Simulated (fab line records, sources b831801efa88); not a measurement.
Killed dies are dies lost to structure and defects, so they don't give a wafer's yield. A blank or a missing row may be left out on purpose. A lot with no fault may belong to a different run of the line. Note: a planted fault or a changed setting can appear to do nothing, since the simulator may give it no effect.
2 desks, one fault | flow gf180mcu | each desk has only its own numbers; what lay behind them comes last

== AT THE TOOL OWNER'S DESK: plasma_asher-04 ==
The tool's own readings at GF_M3_STRIP_17 (strips in O2/N2): means of the sampled wafers that have a number, for each lot that ran on this tool. Marked OUT: a lot whose mean sits more than 4 standard deviations from the usual mean, which makes it out of limits; the brackets give that distance.
Columns: A = drypump_motor_current_A at GF_M3_STRIP_17, usual 5.67 A; B = heater_power_w at GF_M3_STRIP_17, usual 323 W; C = oes_product_au at GF_M3_STRIP_17, usual 0.538 a.u.; D = strip_time_to_endpoint_s at GF_M3_STRIP_17, usual 7.40 s
lot  | first seen here | A    | B   | C     | D
L221 | day 22 05:06    | 5.37 | 351 | 0.536 | 7.42
L224 | day 23 09:31    | 5.38 | 356 | 0.538 | 7.36
L226 | day 24 09:39    | 5.47 | 329 | 0.538 | 7.43
L237 | day 27 14:01    | 5.58 | 308 | 0.540 | 7.42
L238 | day 27 16:59    | 5.37 | 351 | 0.532 | 7.29
Result from this desk: across the 5 lots, nothing is out of limits.

== METROLOGY DESK ==
What the gauges read, lot by lot, whatever tool the lot ran on: means of the sampled wafers that have a number. Marked OUT: a lot whose mean sits more than 4 standard deviations from the usual mean, which makes it out of limits; the brackets give that distance.
Columns: A = MIM_ALCU_THK at GF_MIM_THK_MEAS_11, usual 197.5 nm
lot  | first seen here | A
L219 | day 24 12:14    | 201.0
L221 | day 25 06:34    | 195.3
L222 | day 25 15:34    | 194.3
L223 | day 25 23:26    | 197.6
L224 | day 26 09:39    | 198.6
L225 | day 26 17:17    | 197.2
L226 | day 27 07:55    | 199.8
L227 | day 27 10:49    | 197.0
L237 | day 30 07:37    | 196.2
L238 | day 30 09:51    | 197.1
L239 | day 30 19:56    | 196.2
L242 | day 31 11:46    | 196.6
Result from this desk: across the 12 lots, nothing is out of limits.

== ALL TOGETHER ==
The tool owner's desk saw nothing out of limits.
Metrology desk: nothing out of limits seen.

== WHAT WAS PUT IN BY THE SIMULATOR ==
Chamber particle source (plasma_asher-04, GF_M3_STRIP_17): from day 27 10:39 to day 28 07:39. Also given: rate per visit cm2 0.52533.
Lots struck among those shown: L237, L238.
